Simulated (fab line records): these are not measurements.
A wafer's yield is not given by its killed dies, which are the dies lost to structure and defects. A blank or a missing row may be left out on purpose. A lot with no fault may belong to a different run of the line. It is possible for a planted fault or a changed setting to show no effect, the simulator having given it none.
fab line records	flow sky130
record lots=6	wafers=18	lastDay=50
route steps=708 shown CONTACT@423 METAL1@434 VIA1@458 PAD_OPEN@708
lots untouched by any fault: they come from a run of this same line in which no faults occurred
startH: start of the lot's first displayed wafer, in hours after the record's first day	waitH: time in hours since the lot's previous step	" unchanged from the row above	L1.1+2: a single row standing in for several wafers	- no value, or no start was given	* or withheld: withheld	< > ~ a bound
route shown NAME@n: a module of which the file shows steps, and the number in the route of the first	usual: average and standard deviation across the fault-free wafers	same: alike in all rows	chamber/n: place in a boat	sites: the reading at each site	_std_site: standard deviation across them	_edge_site: mean of outer sites minus mean of inner sites	radiusMm: for every site, how far away it sits from the centre of the wafer	mask NAME#n: copy n	behind: the most recent tool/chamber to have shaped the wafer	hold: why the lot was held/for how many hours/how that ended	device: names the non-switching transistor (n, p or np)	end of line: tests run on the same wafers once the route is complete	a step without rows: its recipe alone	killed: at the first sort, the dies lost to defects and structure; wafer yield is something else	map: the dies of a wafer, with x for killed, . for not killed, _ for no die there
set.NAME: setting as actually run; set.NAME@STEP: the setting as run at that earlier step	model.NAME: the simulator's own value behind a step, which no gauge read
certain route steps with their lots: each step a table, each wafer a row
services: from which hour (startH, from the record's first day; less than 0 if before it) a tool's chamber was out of use, for how many hours, and why
## steps
# step SKY_CONTACT_ETCH_17
# recipe target=SiO2	chemistry=C4F8/O2/Ar	stopOn=Si3N4	maskMaterial=KrF-thick	sourceW=1500	biasW=1200	pressureMtorr=40	c4f8FlowSccm=withheld	O2_flow_sccm=6	Ar_flow_sccm=300	timeS=withheld	targetDepthA=3400
# usual oesProductAu=0.892/0.0048
lot.wafer	tool	chamber	startH	waitH	oesProductAu
L594.2	rieDiel-01	0	762.52	0.0	0.888
L594.3	"	1	"	"	0.895
L594.4	"	2	"	"	0.888
L596.2	rieDiel-01	2	776.91	0.0	0.889
L596.3	"	0	"	"	0.899
L596.4	"	0	"	"	0.894
L597.1	rieDiel-04	3	794.79	0.0	0.893
L597.4	"	2	"	"	0.891
L597.5	"	0	"	"	0.894
L602.3	rieDiel-04	3	842.32	0.0	0.882
L602.4	"	0	"	"	0.890
L602.5	"	3	"	"	0.896
L604.1	rieDiel-01	0	863.04	0.0	0.888
L604.3	"	1	"	"	0.886
L604.4	"	2	"	"	0.889
L612.2	rieDiel-04	3	903.37	0.0	0.893
L612.3	"	2	"	"	0.890
L612.5	"	0	"	"	0.892
# step SKY_CONTACT_ETCH_18
# recipe target=Si3N4	chemistry=CHF3/O2	stopOn=TiN	sourceW=600	biasW=200	pressureMtorr=40	chf3FlowSccm=50	O2_flow_sccm=5	timeS=39	targetDepthA=750
# step SKY_CONTACT_STRIP_19
# recipe chemistry=O2/N2	powerW=1400	pressureMtorr=1500	platenTempC=withheld	o2FlowSccm=3000	n2FlowSccm=300	overashFraction=0.5
# step SKY_CONTACT_STRIP_20
# recipe chemistry=postEtchResidueRemover	timeS=1200	tempC=72.5
# step SKY_CONTACT_CLEAN_21
# recipe chemistry=IPA	timeS=180	tempC=25
# step SKY_CONTACT_CLEAN_22
# recipe chemistry=O3/DIW	dry=n2Spin
# step SKY_CONTACT_SPUTTER_23
# recipe material=TiN	targetThkNm=20	chamberPressurePa=5	powerW=4000	timeS=80
# step SKY_CONTACT_CVD_24
# recipe material=W	targetThkNm=340	timeS=102.12	tempC=400	pressureTorr=40
# usual heaterPowerW=867/33	susceptorTempC=400.02/0.21
lot.wafer	tool	chamber	startH	waitH	heaterPowerW	susceptorTempC
L594.2	cvdW-01	1	763.33	0.0	827	399.63
L594.3	"	0	"	"	830	400.03
L594.4	"	1	"	"	845	399.96
L596.2	cvdW-02	0	777.66	0.0	924	400.06
L596.3	"	1	"	"	885	400.24
L596.4	"	0	"	"	926	400.09
L597.1	cvdW-01	1	795.54	0.0	833	400.02
L597.4	"	0	"	"	862	399.92
L597.5	"	0	"	"	832	399.96
L602.3	cvdW-02	0	843.15	0.1	894	399.94
L602.4	"	0	"	"	913	399.57
L602.5	"	0	"	"	936	399.87
L604.1	cvdW-02	0	863.78	0.0	904	400.41
L604.3	"	0	"	"	932	400.38
L604.4	"	0	"	"	931	400.33
L612.2	cvdW-01	1	904.39	0.3	853	400.18
L612.3	"	1	"	"	833	400.18
L612.5	"	1	"	"	855	400.16
# step SKY_CONTACT_RS_MEAS_25
# recipe thkMeasGauge=four-point-probe	reads=W_of_CONTACT_CVD_24+TiN_of_CONTACT_SPUTTER_23
# usual CONTACT_W_RS=0.3401/0.003
lot.wafer	tool	chamber	startH	waitH	CONTACT_W_RS[ohm/sq]
L594.2	filmMetro-03	-	763.46	0.1	0.3406
L594.3	"	-	"	"	0.3365
L594.4	"	-	"	"	0.3413
L596.2	filmMetro-03	-	777.79	0.1	0.3395
L596.3	"	-	"	"	0.3385
L596.4	"	-	"	"	0.3401
L597.1	filmMetro-03	-	795.65	0.1	0.3406
L597.4	"	-	"	"	0.3379
L597.5	"	-	"	"	0.3356
L602.3	filmMetro-01	-	843.33	0.2	0.3358
L602.4	"	-	"	"	0.3391
L602.5	"	-	"	"	0.3384
L604.1	filmMetro-01	-	864.00	0.2	0.3382
L604.3	"	-	"	"	0.3387
L604.4	"	-	"	"	0.3428
L612.2	filmMetro-03	-	904.60	0.2	0.3400
L612.3	"	-	"	"	0.3409
L612.5	"	-	"	"	0.3366
# step SKY_CONTACT_THK_MEAS_26
# recipe thkMeasGauge=xrf	reads=W_of_CONTACT_CVD_24
# usual CONTACT_W_THK=336/3.9
lot.wafer	tool	chamber	startH	waitH	CONTACT_W_THK[nm]
L594.2	filmMetro-03	-	763.57	0.1	337
L594.3	"	-	"	"	341
L594.4	"	-	"	"	335
L596.2	filmMetro-03	-	777.90	0.1	336
L596.3	"	-	"	"	336
L596.4	"	-	"	"	335
L597.1	filmMetro-03	-	795.77	0.1	335
L597.4	"	-	"	"	339
L597.5	"	-	"	"	339
L602.3	filmMetro-01	-	843.43	0.1	341
L602.4	"	-	"	"	337
L602.5	"	-	"	"	339
L604.1	filmMetro-01	-	864.12	0.1	338
L604.3	"	-	"	"	339
L604.4	"	-	"	"	336
L612.2	filmMetro-03	-	904.71	0.1	336
L612.3	"	-	"	"	335
L612.5	"	-	"	"	339
# step SKY_CONTACT_CMP_27
# recipe stopOn=SiO2	tOverpolishS=15.41	downForcePsi=3.5	platenRpm=60	targetThkNm=0	padVelocityMS=0.94248
# usual motorCurrentA=11.7/0.79	overpolishRunS=15.409/0.0081	timeToEndpointS=82/3.6
lot.wafer	tool	chamber	startH	waitH	motorCurrentA	overpolishRunS	timeToEndpointS
L594.2	cmp-01	1	763.62	0.0	11.8	15.416	90
L594.4	"	3	"	"	13.0	15.415	87
L594.3	"	0	"	"	11.2	15.412	85
L596.3	cmp-02	0	777.95	0.0	10.6	15.418	82
L596.2	"	1	"	"	12.5	15.413	76
L596.4	"	2	"	"	11.9	15.404	81
L597.1	cmp-01	2	795.88	0.1	10.7	15.418	81
L597.4	"	0	"	"	11.6	15.406	84
L597.5	"	1	"	"	12.1	15.406	88
L602.3	cmp-01	1	843.47	0.0	11.8	15.399	88
L602.4	"	2	"	"	10.5	15.411	83
L602.5	"	2	"	"	11.4	15.416	80
L604.4	cmp-02	1	864.18	0.0	13.2	15.393	81
L604.3	"	3	"	"	10.6	15.395	83
L604.1	"	0	"	"	11.2	15.405	87
L612.2	cmp-02	3	904.81	0.1	11.6	15.415	82
L612.3	"	0	"	"	11.4	15.406	84
L612.5	"	3	"	"	11.0	15.407	82
# step SKY_METAL1_SPUTTER_00
# recipe material=Ti	targetThkNm=15	powerW=3000	timeS=10	chamberPressurePa=0.4
# step SKY_METAL1_SPUTTER_01
# recipe material=TiN	targetThkNm=20	powerW=6500	timeS=16.7	chamberPressurePa=0.4
# usual throttleValvePct=29.4/1.1
lot.wafer	tool	chamber	startH	waitH	throttleValvePct
L594.2	pvdSputter-03	-	763.94	0.0	29.5
L594.3	"	-	"	"	30.3
L594.4	"	-	"	"	31.3
L596.2	pvdSputter-04	-	778.27	0.0	28.9
L596.3	"	-	"	"	27.5
L596.4	"	-	"	"	31.0
L597.1	pvdSputter-03	-	796.15	0.0	29.9
L597.4	"	-	"	"	29.8
L597.5	"	-	"	"	30.4
L602.3	pvdSputter-04	-	843.79	0.0	30.9
L602.4	"	-	"	"	28.6
L602.5	"	-	"	"	29.5
L604.1	pvdSputter-04	-	864.50	0.0	30.9
L604.3	"	-	"	"	28.9
L604.4	"	-	"	"	29.6
L612.2	pvdSputter-03	-	905.08	0.0	30.5
L612.3	"	-	"	"	29.3
L612.5	"	-	"	"	29.1
# step SKY_METAL1_SPUTTER_02
# recipe material=AlCu	targetThkNm=250	powerW=10600	timeS=13.3	chamberPressurePa=0.4
# step SKY_METAL1_SPUTTER_03
# recipe material=Ti	targetThkNm=5	powerW=3000	timeS=3.3	chamberPressurePa=0.4
# step SKY_METAL1_SPUTTER_04
# recipe material=TiN	targetThkNm=70	powerW=6500	timeS=58.3	chamberPressurePa=0.4
# step SKY_METAL1_RS_MEAS_05
# recipe thkMeasGauge=four-point-probe	reads=TiN_of_METAL1_SPUTTER_04+Ti_of_METAL1_SPUTTER_03+AlCu_of_METAL1_SPUTTER_02+TiN_of_METAL1_SPUTTER_01+Ti_of_METAL1_SPUTTER_00
# usual METAL1_ALCU_RS=0.1271/0.0015
lot.wafer	tool	chamber	startH	waitH	METAL1_ALCU_RS[ohm/sq]
L594.2	filmMetro-03	-	764.08	0.0	0.1283
L594.3	"	-	"	"	0.1271
L594.4	"	-	"	"	0.1293
L596.2	filmMetro-01	-	778.41	0.0	0.1279
L596.3	"	-	"	"	0.1259
L596.4	"	-	"	"	0.1263
L597.1	filmMetro-04	-	796.27	0.0	0.1272
L597.4	"	-	"	"	0.1278
L597.5	"	-	"	"	0.1259
L602.3	filmMetro-01	-	843.95	0.1	0.1277
L602.4	"	-	"	"	0.1286
L602.5	"	-	"	"	0.1265
L604.1	filmMetro-04	-	864.62	0.0	0.1291
L604.3	"	-	"	"	0.1290
L604.4	"	-	"	"	0.1274
L612.2	filmMetro-01	-	905.22	0.0	0.1267
L612.3	"	-	"	"	0.1278
L612.5	"	-	"	"	0.1273
# step SKY_METAL1_THK_MEAS_06
# recipe thkMeasGauge=xrf	reads=AlCu_of_METAL1_SPUTTER_02
# usual METAL1_ALCU_THK=248/3.1
lot.wafer	tool	chamber	startH	waitH	METAL1_ALCU_THK[nm]
L594.2	filmMetro-03	-	764.19	0.1	246
L594.3	"	-	"	"	246
L594.4	"	-	"	"	246
L596.2	filmMetro-01	-	778.52	0.1	248
L596.3	"	-	"	"	249
L596.4	"	-	"	"	249
L597.1	filmMetro-04	-	796.39	0.1	248
L597.4	"	-	"	"	248
L597.5	"	-	"	"	249
L602.3	filmMetro-01	-	844.05	0.1	243
L602.4	"	-	"	"	245
L602.5	"	-	"	"	246
L604.1	filmMetro-04	-	864.74	0.1	244
L604.3	"	-	"	"	243
L604.4	"	-	"	"	247
L612.2	filmMetro-01	-	905.33	0.1	249
L612.3	"	-	"	"	247
L612.5	"	-	"	"	246
# step SKY_METAL1_DEHYDRATE_07
# recipe tempC=200	timeS=60
# step SKY_METAL1_HMDS_08
# recipe primeTimeS=60	primeTempC=120
# step SKY_METAL1_COAT_09
# recipe resist=BARC	tempC=withheld	timeS=withheld	spinRpm=3000	resistThkNm=60
# step SKY_METAL1_COAT_10
# recipe resist=KrF-thick	spinRpm=3000	resistThkNm=450
# step SKY_METAL1_SOFTBAKE_11
# recipe tempC=100	timeS=90	resist=KrF-thick
# step SKY_METAL1_EXPOSE_12
# recipe maskId=MM1	na=0.8	sourceShape=annular	sigmaInner=0.55	sigmaOuter=0.85	targetCdNm=140	doseMj=28
# step SKY_METAL1_PEB_13
# recipe pebTempC=withheld	pebTimeS=withheld	resist=KrF-thick
# step SKY_METAL1_DEVELOP_14
# recipe developTimeS=60	resist=KrF-thick	devTempC=21
# step SKY_METAL1_CD_MEAS_15
# recipe targetCdNm=140
# usual cdNm=140.4/1.7
lot.wafer	tool	chamber	startH	waitH	cdNm
L594.2	cdSem-02	-	790.86	-	138.8
L594.3	"	-	"	"	140.1
L594.4	"	-	"	"	140.0
L596.2	cdSem-02	-	805.41	-	140.6
L596.3	"	-	"	"	142.5
L596.4	"	-	"	"	140.5
L597.1	cdSem-02	-	822.39	-	140.6
L597.4	"	-	"	"	140.8
L597.5	"	-	"	"	141.5
L602.3	cdSem-02	-	869.43	-	141.2
L602.4	"	-	"	"	143.0
L602.5	"	-	"	"	139.8
L604.1	cdSem-01	-	890.54	-	141.6
L604.3	"	-	"	"	143.0
L604.4	"	-	"	"	142.3
L612.2	cdSem-01	-	930.37	-	141.5
L612.3	"	-	"	"	140.8
L612.5	"	-	"	"	140.7
# step SKY_METAL1_OVL_MEAS_16
# usual METAL1_OVL=4/6.3
lot.wafer	tool	chamber	startH	waitH	METAL1_OVL[nm]
L594.2	overlay-02	-	790.97	0.1	-1
L594.3	"	-	"	"	0
L594.4	"	-	"	"	8
L596.2	overlay-01	-	805.52	0.1	2
L596.3	"	-	"	"	10
L596.4	"	-	"	"	2
L597.1	overlay-02	-	822.51	0.1	0
L597.4	"	-	"	"	10
L597.5	"	-	"	"	1
L602.3	overlay-02	-	869.52	0.1	-7
L602.4	"	-	"	"	3
L602.5	"	-	"	"	-3
L604.1	overlay-01	-	890.66	0.1	8
L604.3	"	-	"	"	5
L604.4	"	-	"	"	11
L612.2	overlay-01	-	930.47	0.1	12
L612.3	"	-	"	"	11
L612.5	"	-	"	"	13
# step SKY_METAL1_DESCUM_17
# recipe chemistry=O2	sourcePowerW=150	biasPowerW=0	pressureMtorr=10	tempC=40	timeS=8
# usual drypumpMotorCurrentA=5.7/0.39	oesProductAu=1.005/0.011
lot.wafer	tool	chamber	startH	waitH	drypumpMotorCurrentA	oesProductAu	rfHoursCounterH
L594.2	rieMetal-04	0	791.00	0.0	6.0	1.021	12
L594.3	"	1	"	"	5.6	1.005	-
L594.4	"	0	"	"	6.0	1.019	-
L596.2	rieMetal-04	0	805.55	0.0	6.0	1.012	13
L596.3	"	0	"	"	6.0	1.010	-
L596.4	"	1	"	"	5.6	0.984	-
L597.1	rieMetal-02	0	822.55	0.0	6.2	1.001	5
L597.4	"	0	"	"	6.2	0.992	-
L597.5	"	0	"	"	6.2	0.999	-
L602.3	rieMetal-04	0	869.56	0.0	6.0	1.018	-
L602.4	"	1	"	"	5.6	1.005	-
L602.5	"	0	"	"	6.0	1.032	-
L604.1	rieMetal-03	1	890.70	0.0	5.8	1.005	1
L604.3	"	1	"	"	5.9	0.997	-
L604.4	"	1	"	"	5.9	1.005	-
L612.2	rieMetal-04	1	930.50	0.0	5.6	1.020	10
L612.3	"	0	"	"	6.0	1.022	-
L612.5	"	1	"	"	5.6	1.027	-
# step SKY_METAL1_ETCH_18
# recipe chemistry=N2/H2	target=BARC	ionEnergyEv=200	biasW=100	pressureMtorr=30	n2FlowSccm=100	h2FlowSccm=200	icpW=500	stopOn=SiO2	timeS=45.9	targetDepthA=600
# step SKY_METAL1_METAL_ETCH_19
# recipe targetDepthA=3600	stopOn=SiO2	overEtchFrac=0.3	timeS=78	chemistry=Cl2/BCl3	resistSidewallDeg=88	pressureMtorr=10	icpW=900	biasW=48.5	Cl2_flow_sccm=60	bcl3FlowSccm=30
# step SKY_METAL1_STRIP_20
# recipe chemistry=O2/N2	powerW=1400	pressureMtorr=1500	platenTempC=withheld	o2FlowSccm=3000	n2FlowSccm=300	overashFraction=0.5
# step SKY_METAL1_STRIP_21
# recipe chemistry=postEtchResidueRemover	timeS=1200	tempC=72.5
# step SKY_METAL1_CLEAN_22
# recipe chemistry=IPA	timeS=180	tempC=25
# step SKY_METAL1_CLEAN_23
# recipe chemistry=O3/DIW	dry=n2Spin
# step SKY_VIA1_HDPCVD_00
# recipe material=SiO2	targetThkNm=1030	sigmaOpenFrac=0.3	timeS=171.7	tempC=400	sih4FlowSccm=60	pressureMtorr=6
# step SKY_VIA1_THK_MEAS_01
# recipe reads=SiO2_of_VIA1_HDPCVD_00
# usual VIA1_HDPCVD_THK=1022/13
lot.wafer	tool	chamber	startH	waitH	VIA1_HDPCVD_THK[nm]
L594.2	filmMetro-01	-	791.96	0.1	1017
L594.3	"	-	"	"	1026
L594.4	"	-	"	"	1032
L596.2	filmMetro-01	-	806.47	0.1	1035
L596.3	"	-	"	"	1024
L596.4	"	-	"	"	1036
L597.1	filmMetro-02	-	823.44	0.1	1014
L597.4	"	-	"	"	1014
L597.5	"	-	"	"	1007
L602.3	filmMetro-01	-	870.46	0.1	1040
L602.4	"	-	"	"	1019
L602.5	"	-	"	"	1036
L604.1	filmMetro-04	-	891.77	0.1	1034
L604.3	"	-	"	"	1019
L604.4	"	-	"	"	1049
L612.2	filmMetro-01	-	931.47	0.1	1021
L612.3	"	-	"	"	1007
L612.5	"	-	"	"	1030
# step SKY_VIA1_CMP_02
# recipe material=SiO2	downForcePsi=4	platenRpm=60	padVelocityMS=0.94248
# usual motorCurrentA=12.8/0.91
lot.wafer	tool	chamber	startH	waitH	motorCurrentA
L594.4	cmp-01	3	792.06	0.1	14.4
L594.2	"	0	"	"	12.8
L594.3	"	1	"	"	13.0
L596.2	cmp-02	0	806.52	0.0	12.3
L596.4	"	1	"	"	14.0
L596.3	"	2	"	"	12.2
L597.4	cmp-01	0	823.55	0.1	12.8
L597.1	"	2	"	"	12.5
L597.5	"	0	"	"	12.8
L602.4	cmp-02	0	870.60	0.1	12.0
L602.3	"	1	"	"	13.0
L602.5	"	3	"	"	11.3
L604.4	cmp-01	3	891.83	0.0	14.0
L604.1	"	0	"	"	12.1
L604.3	"	1	"	"	12.9
L612.2	cmp-01	1	931.57	0.1	12.6
L612.3	"	3	"	"	14.3
L612.5	"	1	"	"	12.5
# step SKY_VIA1_BOW_MEAS_03
# recipe mode=bow
# usual VIA1_BOW=80/7.8
lot.wafer	tool	chamber	startH	waitH	VIA1_BOW[um]
L594.2	filmMetro-04	-	792.33	0.2	91
L594.3	"	-	"	"	80
L594.4	"	-	"	"	91
L596.2	filmMetro-01	-	806.84	0.3	77
L596.3	"	-	"	"	75
L596.4	"	-	"	"	82
L597.1	filmMetro-01	-	823.80	0.1	81
L597.4	"	-	"	"	77
L597.5	"	-	"	"	83
L602.3	filmMetro-04	-	870.84	0.1	71
L602.4	"	-	"	"	90
L602.5	"	-	"	"	89
L604.1	filmMetro-01	-	892.23	0.3	79
L604.3	"	-	"	"	83
L604.4	"	-	"	"	79
L612.2	filmMetro-01	-	931.84	0.2	92
L612.3	"	-	"	"	63
L612.5	"	-	"	"	81
# step SKY_VIA1_DEHYDRATE_04
# recipe tempC=200	timeS=60
# step SKY_VIA1_HMDS_05
# recipe primeTimeS=60	primeTempC=120
# step SKY_VIA1_COAT_06
# recipe resist=BARC	tempC=withheld	timeS=withheld	spinRpm=3000	resistThkNm=60
# step SKY_PAD_OPEN_PROBE_99
# usual defectLimitedYield=82.9/1.7	killed_at_M0_to_M3=42/6.7	killed_at_M4_up=3.4/2	killedAtContacts=24/5.1	killedAtFrontEnd=14/4.2	killedAtOther=0.2/0.49	killedDies=84/8.4	killedOpen=46/7	killedShort=39/5.8	sort_bin_3_pad_short=0.8/0.42	sort_bin_5_function=10.2/1.3	sort_bin_6_memory=6.1/1	sortNPass=408/8.4	sortYieldPct=82.9/1.7
# same grossDies=492	killedAtBackSide=0	sort_bin_4_leakage[%]=0	sort_bin_8_speed[%]=0
lot.wafer	tool	chamber	startH	waitH	defectLimitedYield[%]	killed_at_M0_to_M3	killed_at_M4_up	killedAtContacts	killedAtFrontEnd	killedAtOther	killedDies	killedOpen	killedShort	sort_bin_3_pad_short[%]	sort_bin_5_function[%]	sort_bin_6_memory[%]	sortNPass	sortYieldPct[%]	model.etest.tester.sortNPass	model.etest.tester.sortYieldPct	model.etest.tester.sort_bin_5_pct	model.etest.tester.sort_bin_3_pct
L594.2	prober-01	-	1096.87	0.1	84.6	36	2	23	15	0	76	34	42	1.2	9.8	4.5	416	84.6	416	84.55	9.756	1.22
L594.3	prober-01	-	1096.92	0.2	83.1	41	1	26	14	1	83	57	26	0.2	9.8	6.9	409	83.1	409	83.13	9.756	0.2033
L594.4	prober-01	-	1096.97	0.2	82.5	45	4	22	14	1	86	45	41	0.4	10.6	6.5	406	82.5	406	82.52	10.57	0.4065
L602.3	prober-02	-	1156.52	0.2	76.6	84	4	18	9	0	115	43	38	1.6	16.1	5.7	377	76.6	377	76.63	16.06	1.626
L602.4	prober-02	-	1156.57	0.2	70.7	95	4	30	14	1	144	52	42	4.5	15.2	9.6	348	70.7	348	70.73	15.24	4.472
L602.5	prober-02	-	1156.62	0.2	78.3	74	3	15	13	2	107	35	39	4.5	11.4	5.9	385	78.3	385	78.25	11.38	4.472
L604.1	prober-02	-	1170.41	0.1	81.3	58	3	21	9	1	92	34	32	2.8	10.8	5.1	400	81.3	400	81.3	10.77	2.846
L604.3	prober-02	-	1170.51	0.2	75.2	87	1	21	12	1	122	39	32	3.0	15.4	6.3	370	75.2	370	75.2	15.45	3.049
L604.4	prober-02	-	1170.56	0.2	74.4	79	1	27	19	0	126	52	43	2.6	16.5	6.5	366	74.4	366	74.39	16.46	2.642
# killed by level:class
L594.2 METAL2:geometricParticle:short=8 VIA3:geometricParticle:open=8 CONTACT:geometricParticle:short=8 VIA1:geometricParticle:open=6 LI_CONTACT:geometricParticle:short=6 POLY_GATE:geometricParticle:short=5 LI_CONTACT:geometricParticle:open=5 VIA2:geometricParticle:open=4
L594.3 CONTACT:geometricParticle:open=10 LI_CONTACT:geometricParticle:open=8 VIA3:geometricParticle:open=8 VIA1:geometricParticle:open=7 VIA2:geometricParticle:open=7 POLY_GATE:geometricParticle:open=6 METAL2:geometricParticle:short=5 VIA1:geometricParticle:short=4
L594.4 VIA1:geometricParticle:open=12 VIA3:geometricParticle:open=10 CONTACT:geometricParticle:open=9 METAL2:geometricParticle:short=8 POLY_GATE:geometricParticle:short=6 FIELD_ISO:geometricParticle:open=4 LOCAL_INTERCONNECT:geometricParticle:short=4 METAL1:geometricParticle:short=4
L602.3 METAL1:unspecified=34 VIA1:geometricParticle:open=11 METAL2:geometricParticle:short=8 VIA1:geometricParticle:short=7 CONTACT:geometricParticle:open=6 VIA2:geometricParticle:open=6 LOCAL_INTERCONNECT:geometricParticle:short=5 METAL1:geometricParticle:short=5
L602.4 METAL1:unspecified=50 VIA1:geometricParticle:open=14 CONTACT:geometricParticle:open=11 LI_CONTACT:geometricParticle:open=7 CONTACT:geometricParticle:short=7 FIELD_ISO:geometricParticle:open=5 VIA1:geometricParticle:short=5 VIA2:geometricParticle:short=5
L602.5 METAL1:unspecified=33 VIA3:geometricParticle:open=7 CONTACT:geometricParticle:open=6 METAL2:geometricParticle:short=6 METAL1:geometricParticle:short=5 VIA1:geometricParticle:short=5 VIA2:geometricParticle:open=5 FIELD_ISO:geometricParticle:short=4
L604.1 METAL1:unspecified=26 CONTACT:geometricParticle:open=9 METAL2:geometricParticle:short=6 VIA2:geometricParticle:open=6 CONTACT:geometricParticle:short=5 VIA3:geometricParticle:open=5 VIA1:geometricParticle:open=4 METAL3:geometricParticle:short=4
L604.3 METAL1:unspecified=51 VIA1:geometricParticle:open=9 LI_CONTACT:geometricParticle:open=8 CONTACT:geometricParticle:open=6 METAL1:geometricParticle:short=6 VIA3:geometricParticle:open=6 VIA1:geometricParticle:short=5 FIELD_ISO:geometricParticle:short=3
L604.4 METAL1:unspecified=31 VIA1:geometricParticle:open=15 CONTACT:geometricParticle:open=9 METAL2:geometricParticle:short=9 FIELD_ISO:geometricParticle:short=7 LI_CONTACT:geometricParticle:open=7 VIA1:geometricParticle:short=6 VIA3:geometricParticle:open=5
# map L602.4 (x killed, . not)
__________.....x..x._________
________...x.....x.x.._______
______..............x..._____
_____....x.x.x......x.x..____
____..xx......x...xxx.....___
___........x....x.x.x......__
__x..x.x.......x............_
_.x..x..xx...x.............xx
_..xx........................
_......x..x..x...............
_..xx....x..x...........x..x.
_.....x..x..xxx.x.x...x...x..
_..xx..x...xx..x...x...x.....
_x...............x...x..x...x
_...x....x..xx....xxx.xxx....
__.xx.x.xx...x....xxxxxxxx.._
___..x....xxx.....xxxxxxxxx__
____x.x....x....x.xxxxxxxx___
_____x.x.x......x.xxxxxxx____
______x........xx.xxxxxx_____
________..x.......xxxx_______
__________..x.xx.xx._________
# map L604.4 (x killed, . not)
__________..x...xx.._________
________............x._______
______.....x.......x...._____
_____.............xx...x.____
____...........x....x..x.x___
___..............x.x....x..__
__x.x.....x....x...x.x......_
_xxxxxx.x...x.....x.........x
_xxx.x.x..x.....x...x...xx.x.
_xxxxxxxx...x.xx......x....x.
_xxxxxx...x......x.......x...
_xxxxxx.....x......xx........
_xxxx..x......x..x...x.......
_.xxxx......x..x.x...........
_....x.....x........xx.xxx...
__..x...........x...x....x.._
___.x......x...x.........xx__
____xx..xx..x...xx.......x___
_____.......xx......x....____
______x...xx....x..x...._____
________x....x....x..x_______
__________.x........_________
## services
tool	chamber	startH	hours	kind
cmp-02	-	744.00	4.0	pm
cmp-02	-	754.85	0.9	repair
pvdSputter-04	-	755.08	8.5	repair
rieMetal-03	-	768.56	2.8	pm
rieDiel-01	2	768.62	2.8	repair
rieMetal-02	0	774.41	2.0	repair
rieDiel-04	2	790.60	3.1	repair
cvdW-02	1	842.61	5.9	repair
cmp-02	-	845.56	1.7	repair
cvdW-02	1	860.00	6.6	repair
cmp-01	-	863.16	3.6	pm
cmp-02	-	873.21	6.1	pm
cmp-01	-	879.30	8.8	pm
pvdSputter-04	-	883.49	6.7	repair
pvdSputter-03	-	899.86	5.1	repair
cvdW-01	0	903.42	6.1	repair
cvdW-02	-	904.00	14.0	pm
cvdW-01	-	906.16	0.7	repair
cmp-01	-	912.00	4.0	pm
rieDiel-04	3	917.28	10.2	repair
cmp-01	-	925.33	0.3	repair
cmp-02	-	925.73	2.8	repair
cvdW-01	1	929.28	6.3	repair
rieDiel-01	2	929.96	5.9	repair
## key
firstSign step=SKY_PAD_OPEN_PROBE_99	reading=sort_bin_3_pad_short	direction=up	sigmas=5.6	usual=0.8	struck=3.2
effect step=SKY_PAD_OPEN_PROBE_99	reading=killed_at_M0_to_M3	direction=up	sigmas=5.5	usual=42	struck=80
modelEffect step=SKY_PAD_OPEN_PROBE_99	value=etest.tester.sortNPass	without=406	struck=374.3
metAt SKY_METAL1_SPUTTER_01
struckWafers L602.3,L602.4,L602.5,L604.1,L604.3,L604.4
onsetBetween 778.27 843.79
alsoFits SKY_CONTACT_CVD_24:cvdW-02
fault kind=chamberParticleSource	tool=pvdSputter-04	chamber=-	onsetH=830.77	steps=SKY_METAL1_SPUTTER_01	ratePerVisitCm2=0.96733	endH=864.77
